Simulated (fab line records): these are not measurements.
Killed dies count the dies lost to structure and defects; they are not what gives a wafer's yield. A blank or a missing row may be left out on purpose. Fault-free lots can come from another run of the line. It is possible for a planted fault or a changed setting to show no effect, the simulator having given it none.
Which tool did it? | flow gf180mcu | 24 lots with 72 wafers sampled at 6 steps, on a route of 602 steps

## WHAT THE GAUGES SHOWED, per wafer
GF_V3_OVL_MEAS_15. Usual: for V3_OVL the level is 3 nm and the standard deviation is 5.9.
lot  | measured     | on         | V3_OVL (nm) | flag
L074 | day 22 05:05 | overlay-01 | 15 -1 -3    |
L075 | day 22 11:31 | overlay-01 | 3 -3 3      |
L076 | day 23 13:20 | overlay-02 | 2 6 3       |
L077 | day 23 13:41 | overlay-02 | 6 5 3       |
L078 | day 23 18:07 | overlay-01 | 6 8 16      |
L079 | day 24 04:19 | overlay-01 | 4 4 11      |
L080 | day 24 10:34 | overlay-01 | -2 5 7      |
L081 | day 24 20:55 | overlay-01 | 4 2 5       |
L082 | day 25 02:56 | overlay-02 | 8 14 14     |
L083 | day 25 15:17 | overlay-01 | -3 -8 -9    |
L084 | day 25 23:19 | overlay-01 | 0 7 3       |
L085 | day 26 09:49 | overlay-01 | 2 2 4       |
L086 | day 26 17:55 | overlay-02 | -4 -2 -7    |
L087 | day 27 02:26 | overlay-02 | -4 -6 5     |
L088 | day 27 11:52 | overlay-02 | -7 -1 0     |
L089 | day 27 13:35 | overlay-01 | 0 -7 -7     |
L090 | day 28 00:25 | overlay-02 | 1 2 6       |
L091 | day 28 08:14 | overlay-02 | 11 8 6      |
L092 | day 28 11:10 | overlay-01 | 13 -1 -4    |
L093 | day 28 14:13 | overlay-01 | 12 3 4      |
L094 | day 29 00:31 | overlay-02 | 3 0 0       |
L095 | day 29 02:23 | overlay-02 | 1 -4 1      |
L096 | day 29 10:01 | overlay-02 | -7 8 5      |
L097 | day 29 19:04 | overlay-01 | 3 0 -1      |

GF_PASSIVATION_BOW_MEAS_14. Usual: for PASSIVATION_BOW the level is 140 um and the standard deviation is 11.
lot  | measured     | on            | PASSIVATION_BOW (um) | flag
L074 | day 28 22:26 | film metro-01 | 139 138 142          |
L075 | day 29 01:55 | film metro-01 | 128 123 135          |
L076 | day 29 23:59 | film metro-01 | 120 122 121          |
L077 | day 30 01:39 | film metro-04 | 135 140 140          |
L078 | day 30 05:31 | film metro-01 | 149 142 143          |
L079 | day 30 10:34 | film metro-04 | 155 152 134          |
L080 | day 30 16:34 | film metro-04 | 159 142 161          |
L081 | day 31 02:20 | film metro-01 | 140 143 152          |
L082 | day 31 05:14 | film metro-04 | 155 151 162          |
L083 | day 31 17:34 | film metro-04 | 144 143 150          |
L084 | day 32 00:28 | film metro-04 | 165 155 160          |
L085 | day 32 06:50 | film metro-04 | 149 154 138          |
L086 | day 32 14:58 | film metro-04 | 148 141 141          |
L087 | day 32 22:16 | film metro-04 | 128 131 130          |
L088 | day 33 04:28 | film metro-02 | 143 136 150          |
L089 | day 33 08:39 | film metro-02 | 147 141 148          |
L090 | day 33 16:04 | film metro-02 | 140 148 151          |
L091 | day 33 21:07 | film metro-04 | 132 125 140          |
L092 | day 34 02:28 | film metro-04 | 136 141 144          |
L093 | day 34 02:52 | film metro-02 | 127 129 123          |
L094 | day 34 10:35 | film metro-04 | 152 142 144          |
L095 | day 34 13:25 | film metro-01 | 120 128 124          |
L096 | day 34 18:44 | film metro-04 | 130 134 119          |
L097 | day 34 23:37 | film metro-04 | 130 144 136          |

## EACH LOT AND THE TOOL THAT RAN IT (in order: tool; ch and the chambers of the sampled wafers; start)
lot  | GF_HV_LDD_STRIP_37                   | GF_V2_CVD_02                    | GF_V2_SPUTTER_21             | GF_MIM_SPUTTER_09
L074 | plasma asher-04 ch 0,1, day 11 13:31 | pecvd-01 ch 0,2, day 19 02:22   | pvd sputter-02, day 20 03:21 | pvd sputter-04, day 24 07:40
L075 | plasma asher-02 ch 0,1, day 11 17:22 | pecvd-02 ch 0,1,2, day 19 08:34 | pvd sputter-02, day 20 10:08 | pvd sputter-03, day 24 13:50
L076 | plasma asher-03 ch 0,1, day 12 08:14 | pecvd-02 ch 0,1, day 20 04:29   | pvd sputter-02, day 21 05:01 | pvd sputter-04, day 25 13:55
L077 | plasma asher-02 ch 0,1, day 12 16:01 | pecvd-02 ch 1, day 20 11:52     | pvd sputter-02, day 21 12:46 | pvd sputter-04, day 25 14:17
L078 | plasma asher-02 ch 0,1, day 12 19:58 | pecvd-01 ch 0,1, day 20 16:26   | pvd sputter-03, day 21 17:14 | pvd sputter-02, day 25 18:34
L079 | plasma asher-03 ch 0,1, day 13 01:25 | pecvd-02 ch 0,1, day 21 02:49   | pvd sputter-01, day 22 04:04 | pvd sputter-04, day 26 03:52
L080 | plasma asher-03 ch 0,1, day 13 09:38 | pecvd-03 ch 0,1,2, day 21 08:43 | pvd sputter-03, day 22 08:59 | pvd sputter-04, day 26 10:06
L081 | plasma asher-04 ch 0,1, day 13 21:29 | pecvd-03 ch 0,2, day 21 22:58   | pvd sputter-02, day 22 23:31 | pvd sputter-04, day 26 20:02
L082 | plasma asher-04 ch 0,1, day 14 01:25 | pecvd-01 ch 0,2, day 22 04:08   | pvd sputter-01, day 23 03:53 | pvd sputter-02, day 27 02:11
L083 | plasma asher-04 ch 0,1, day 14 12:52 | pecvd-03 ch 0,1, day 22 16:22   | pvd sputter-03, day 23 16:49 | pvd sputter-04, day 27 14:26
L084 | plasma asher-02 ch 0,1, day 14 22:46 | pecvd-03 ch 0,1,2, day 23 02:49 | pvd sputter-02, day 24 02:11 | pvd sputter-02, day 27 20:51
L085 | plasma asher-02 ch 0,1, day 15 07:28 | pecvd-01 ch 0,1,2, day 23 11:43 | pvd sputter-03, day 24 11:54 | pvd sputter-02, day 28 06:29
L086 | plasma asher-03 ch 0,1, day 15 18:10 | pecvd-01 ch 0,2, day 23 23:12   | pvd sputter-01, day 24 21:29 | pvd sputter-02, day 28 15:08
L087 | plasma asher-04 ch 0,1, day 16 02:55 | pecvd-01 ch 1,2, day 24 06:25   | pvd sputter-01, day 25 05:47 | pvd sputter-03, day 28 22:55
L088 | plasma asher-03 ch 0,1, day 16 12:22 | pecvd-01 ch 0,1,2, day 24 17:08 | pvd sputter-01, day 25 16:34 | pvd sputter-04, day 29 07:23
L089 | plasma asher-02 ch 0,1, day 16 15:47 | pecvd-02 ch 0,1,2, day 24 18:55 | pvd sputter-02, day 25 18:08 | pvd sputter-02, day 29 09:08
L090 | plasma asher-04 ch 0,1, day 17 02:32 | pecvd-01 ch 0,1,2, day 25 07:06 | pvd sputter-01, day 26 05:28 | pvd sputter-02, day 29 20:37
L091 | plasma asher-02 ch 0,1, day 17 11:59 | pecvd-03 ch 0,1, day 25 16:21   | pvd sputter-01, day 26 14:49 | pvd sputter-02, day 30 02:27
L092 | plasma asher-03 ch 0,1, day 17 15:34 | pecvd-03 ch 0,2, day 25 18:33   | pvd sputter-01, day 26 16:46 | pvd sputter-04, day 30 06:32
L093 | plasma asher-04 ch 0,1, day 17 19:46 | pecvd-03 ch 0,2, day 25 21:00   | pvd sputter-01, day 26 18:53 | pvd sputter-03, day 30 09:45
L094 | plasma asher-02 ch 0,1, day 18 04:46 | pecvd-03 ch 0,1,2, day 26 08:56 | pvd sputter-02, day 27 06:29 | pvd sputter-04, day 30 18:20
L095 | plasma asher-04 ch 0,1, day 18 08:22 | pecvd-03 ch 0,1,2, day 26 11:06 | pvd sputter-01, day 27 08:37 | pvd sputter-02, day 30 20:38
L096 | plasma asher-03 ch 0,1, day 18 15:46 | pecvd-03 ch 0,1,2, day 26 18:27 | pvd sputter-01, day 27 16:00 | pvd sputter-04, day 31 04:01
L097 | plasma asher-03 ch 0,1, day 19 06:07 | pecvd-01 ch 0,1,2, day 27 04:27 | pvd sputter-02, day 28 01:30 | pvd sputter-02, day 31 11:25
- GF_HV_LDD_STRIP_37: strips in O2/N2.
- GF_V2_CVD_02: deposits SiO2 from TEOS, target thk 850 nm, time 94.851 s.
- GF_V2_SPUTTER_21: material Ti, target thk 15 nm, time 80.02 s.
- GF_MIM_SPUTTER_09: material TiN, target thk 35 nm, time 29.2 s.

## WHAT THE TOOLS THEMSELVES READ (means of the sampled wafers that have a number; where no wafer has one, the mark that the record gives instead)
GF_HV_LDD_STRIP_37. Usual: drypump motor current A 5.7 A, standard deviation 0.45; heater power w 326 W, standard deviation 21; n2 flow sccm 300.0 sccm, standard deviation 0.88; o2 flow sccm 3000 sccm, standard deviation 9.4; oes product au 0.717 a.u., standard deviation 0.005; strip time to endpoint s 12.63 s, standard deviation 0.039.
lot  | tool            | drypump motor current A (A) | heater power w (W) | n2 flow sccm (sccm) | o2 flow sccm (sccm) | oes product au (a.u.) | strip time to endpoint s (s) | flag
L074 | plasma asher-04 | 6.2                         | 326                | 300.5               | 3000                | 0.722                 | 12.59                        |
L075 | plasma asher-02 | 5.3                         | 303                | 299.9               | 2997                | 0.717                 | 12.68                        |
L076 | plasma asher-03 | 5.8                         | 347                | 299.9               | 3009                | 0.717                 | 12.64                        |
L077 | plasma asher-02 | 5.3                         | 298                | 300.2               | 3002                | 0.715                 | 12.65                        |
L078 | plasma asher-02 | 5.3                         | 305                | 299.7               | 2988                | 0.718                 | 12.68                        |
L079 | plasma asher-03 | 5.8                         | 354                | 299.0               | 3000                | 0.717                 | 12.63                        |
L080 | plasma asher-03 | 5.6                         | 344                | 300.1               | 2993                | 0.721                 | 12.62                        |
L081 | plasma asher-04 | 6.2                         | 325                | 300.2               | 3007                | 0.717                 | 12.56                        |
L082 | plasma asher-04 | 6.2                         | 333                | 299.0               | 3000                | 0.715                 | 12.62                        |
L083 | plasma asher-04 | 6.2                         | 326                | 299.2               | 2999                | 0.717                 | 12.64                        |
L084 | plasma asher-02 | 5.3                         | 300                | 299.8               | 3000                | 0.713                 | 12.64                        |
L085 | plasma asher-02 | 5.3                         | 301                | 300.7               | 3006                | 0.720                 | 12.61                        |
L086 | plasma asher-03 | 5.6                         | 342                | 300.6               | 2986                | 0.719                 | 12.71                        |
L087 | plasma asher-04 | 6.2                         | 328                | 301.3               | 2999                | 0.717                 | 12.60                        |
L088 | plasma asher-03 | 5.6                         | 343                | 300.5               | 3002                | 0.715                 | 12.62                        |
L089 | plasma asher-02 | 5.3                         | 307                | 300.2               | 2993                | 0.718                 | 12.58                        |
L090 | plasma asher-04 | 6.2                         | 332                | 298.6               | 2996                | 0.720                 | 12.56                        |
L091 | plasma asher-02 | 5.3                         | 300                | 299.9               | 2995                | 0.719                 | 12.63                        |
L092 | plasma asher-03 | 5.6                         | 344                | 300.1               | 2997                | 0.719                 | 12.61                        |
L093 | plasma asher-04 | 6.2                         | 326                | 300.1               | 3008                | 0.716                 | 12.63                        |
L094 | plasma asher-02 | 5.3                         | 295                | 299.4               | 2993                | 0.712                 | 12.66                        |
L095 | plasma asher-04 | 6.2                         | 331                | 299.7               | 3000                | 0.720                 | 12.65                        |
L096 | plasma asher-03 | 5.6                         | 340                | 299.9               | 3003                | 0.715                 | 12.66                        |
L097 | plasma asher-03 | 5.8                         | 351                | 300.1               | 3004                | 0.712                 | 12.65                        |

GF_V2_CVD_02. Usual: heater power w at 722 W, with a standard deviation of 120.
lot  | tool     | heater power w (W) | flag
L074 | pecvd-01 | 625                |
L075 | pecvd-02 | 642                |
L076 | pecvd-02 | 696                |
L077 | pecvd-02 | 754                |
L078 | pecvd-01 | 784                |
L079 | pecvd-02 | 725                |
L080 | pecvd-03 | 764                |
L081 | pecvd-03 | 689                |
L082 | pecvd-01 | 622                |
L083 | pecvd-03 | 797                |
L084 | pecvd-03 | 788                |
L085 | pecvd-01 | 738                |
L086 | pecvd-01 | 651                |
L087 | pecvd-01 | 701                |
L088 | pecvd-01 | 652                |
L089 | pecvd-02 | 697                |
L090 | pecvd-01 | 687                |
L091 | pecvd-03 | 760                |
L092 | pecvd-03 | 702                |
L093 | pecvd-03 | 710                |
L094 | pecvd-03 | 767                |
L095 | pecvd-03 | 786                |
L096 | pecvd-03 | 800                |
L097 | pecvd-01 | 715                |

GF_V2_SPUTTER_21. Usual: throttle valve pct at 30.1 %, with a standard deviation of 1.3.
lot  | tool           | throttle valve pct (%) | flag
L074 | pvd sputter-02 | 30.8                   |
L075 | pvd sputter-02 | 30.9                   |
L076 | pvd sputter-02 | 30.3                   |
L077 | pvd sputter-02 | 30.6                   |
L078 | pvd sputter-03 | 30.9                   |
L079 | pvd sputter-01 | 29.4                   |
L080 | pvd sputter-03 | 31.3                   |
L081 | pvd sputter-02 | 30.3                   |
L082 | pvd sputter-01 | 28.8                   |
L083 | pvd sputter-03 | 31.2                   |
L084 | pvd sputter-02 | 30.4                   |
L085 | pvd sputter-03 | 31.1                   |
L086 | pvd sputter-01 | 29.6                   |
L087 | pvd sputter-01 | 28.7                   |
L088 | pvd sputter-01 | 30.6                   |
L089 | pvd sputter-02 | 30.4                   |
L090 | pvd sputter-01 | 29.7                   |
L091 | pvd sputter-01 | 28.4                   |
L092 | pvd sputter-01 | 29.5                   |
L093 | pvd sputter-01 | 29.6                   |
L094 | pvd sputter-02 | 31.2                   |
L095 | pvd sputter-01 | 28.3                   |
L096 | pvd sputter-01 | 29.8                   |
L097 | pvd sputter-02 | 30.5                   |

GF_MIM_SPUTTER_09. Usual: throttle valve pct at 30.4 %, with a standard deviation of 0.95.
lot  | tool           | throttle valve pct (%) | flag
L074 | pvd sputter-04 | 29.7                   |
L075 | pvd sputter-03 | 30.2                   |
L076 | pvd sputter-04 | 29.6                   |
L077 | pvd sputter-04 | 30.4                   |
L078 | pvd sputter-02 | 30.6                   |
L079 | pvd sputter-04 | 29.9                   |
L080 | pvd sputter-04 | 30.4                   |
L081 | pvd sputter-04 | 31.1                   |
L082 | pvd sputter-02 | 30.6                   |
L083 | pvd sputter-04 | 30.0                   |
L084 | pvd sputter-02 | 31.1                   |
L085 | pvd sputter-02 | 31.1                   |
L086 | pvd sputter-02 | 30.6                   |
L087 | pvd sputter-03 | 30.3                   |
L088 | pvd sputter-04 | 29.7                   |
L089 | pvd sputter-02 | 30.8                   |
L090 | pvd sputter-02 | 30.7                   |
L091 | pvd sputter-02 | 30.6                   |
L092 | pvd sputter-04 | 30.2                   |
L093 | pvd sputter-03 | 31.0                   |
L094 | pvd sputter-04 | 30.2                   |
L095 | pvd sputter-02 | 31.4                   |
L096 | pvd sputter-04 | 29.6                   |
L097 | pvd sputter-02 | 30.1                   |

## THE ANSWER, worked out from the rows above alone
Rule: take the mean of a lot's wafers that have a number; if it is more than 3 standard deviations from the usual mean, the lot is off. A lot without any number at a reading at which 4 lots or more have one is off too. All remaining lots with rows at the step are treated as sound. The gauges are gone through in route order, then the tools' own readings, and for those a lot's mean is taken as printed above. The first step at which some lot is off is used, and at that step the reading that is off furthest; a lot without a number counts as furthest.
Nothing can be told from this: no lot is off at any reading shown.

## WHAT THE SIMULATOR PUT IN
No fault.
